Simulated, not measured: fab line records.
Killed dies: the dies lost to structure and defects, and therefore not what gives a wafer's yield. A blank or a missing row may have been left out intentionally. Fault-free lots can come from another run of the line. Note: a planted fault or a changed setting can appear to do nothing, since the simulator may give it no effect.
8D (eight disciplines) problem report, filled in by code / flow sky130 / the parts of the form that need people (team, actions taken, sign-off) are left out

## 1. THE ISSUE
VIA1_HDPCVD_THK at SKY_VIA1_THK_MEAS_01 reads a mean of 1282 nm on 1 wafer of 1 lot; wafers without a fault read 1031 nm with a standard deviation of 13. Relative to the usual mean, that is a shift of +19 standard deviations.
First seen on wafer L550.1, day 39 05:56, on film_metro-02. At this step, 39 wafers from 13 lots have a number in the record. The rule behind "out" and "out of limits": a value lying over 4 standard deviations away from the usual mean. Any other wafer with a number is counted as sound.

## 2. WHAT IT IS; WHAT IT IS NOT
question=which readings at this step | is=VIA1_HDPCVD_THK | is not=-
question=which lots | is=L550 | is not=L530, L531, L532, L533, L534, L535, L536, L537, L538, L539, L540, L553
question=which wafers of those lots | is=L550.1 | is not=L550.4, L550.5
question=read on which gauges | is=film_metro-02 | is not=film_metro-01, film_metro-04
question=when | is=from day 39 05:56 | is not=up to then (35 sound wafers); but 3 sound wafers of L553 came after

## 3. THE SUSPECTS, EACH WITH WHAT RULES IT OUT
Counting: any tool at a process step up to the reading remains a suspect provided it ran every lot that is out. Sound lots after the first of them don't rule it out here, since some wafers of a struck lot are sound.
- ruled out: the gauge at SKY_VIA1_THK_MEAS_01. All the wafers that are out were read on film_metro-02, but those of them that SKY_VIA1_HDPCVD_00 has rows for are out there too, on other tools.
- hdpcvd-02 at SKY_VIA1_HDPCVD_00 (deposits SiO2, target thk 1030 nm, time 171.7 s): kept. L550, the lot that is out, went through it at day 39 05:49; up to then, the latest sound lot through it was L540 at day 36 23:09. Its own readings are out on those wafers: run_length_s.
Remaining after the count: hdpcvd-02 at SKY_VIA1_HDPCVD_00.

## 4. THE CAUSE (what the simulator had put in)
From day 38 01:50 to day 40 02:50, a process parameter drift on hdpcvd-02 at SKY_VIA1_HDPCVD_00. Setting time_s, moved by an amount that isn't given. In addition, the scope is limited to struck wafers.
This tool alone remained once counting was done.

## 5. THE CHAIN OF EFFECTS, in route order
One row per reading whose mean, taken over the struck wafers that have a number, lies over 3 standard deviations from the usual. Only readings for which the record gives a usual standard deviation are gone through. hours: the time from each lot's start at the first step in this table that gives one to its start at this step, as a median over the lots. sigmas: the change in usual standard deviations.
hours=0; step=SKY_VIA1_HDPCVD_00; reading=run_length_s; usual=199.7 s; on struck wafers=237.2; change=+37.5; sigmas=+57
hours=0; step=SKY_VIA1_THK_MEAS_01; reading=VIA1_HDPCVD_THK; usual=1031 nm; on struck wafers=1282; change=+251; sigmas=+19
It contains these process steps:
- SKY_VIA1_HDPCVD_00: deposits SiO2, target thk 1030 nm, time 171.7 s.

## 6. HOW IT WOULD HAVE BEEN CAUGHT EARLIER
Counted from the fault's start at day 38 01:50, it took 28 hours until the first out-of-limits reading at a measuring or inspecting step in this record, taken at day 39 05:56.
Tool's own readings at SKY_VIA1_HDPCVD_00, run_length_s: out on all struck wafers the step has rows for; an alarm limit on them would have tripped on the first.
All the lots that are out (1) had begun SKY_VIA1_HDPCVD_00 on hdpcvd-02 by day 39 05:56. A hold on the tool at that time would have spared none of them.
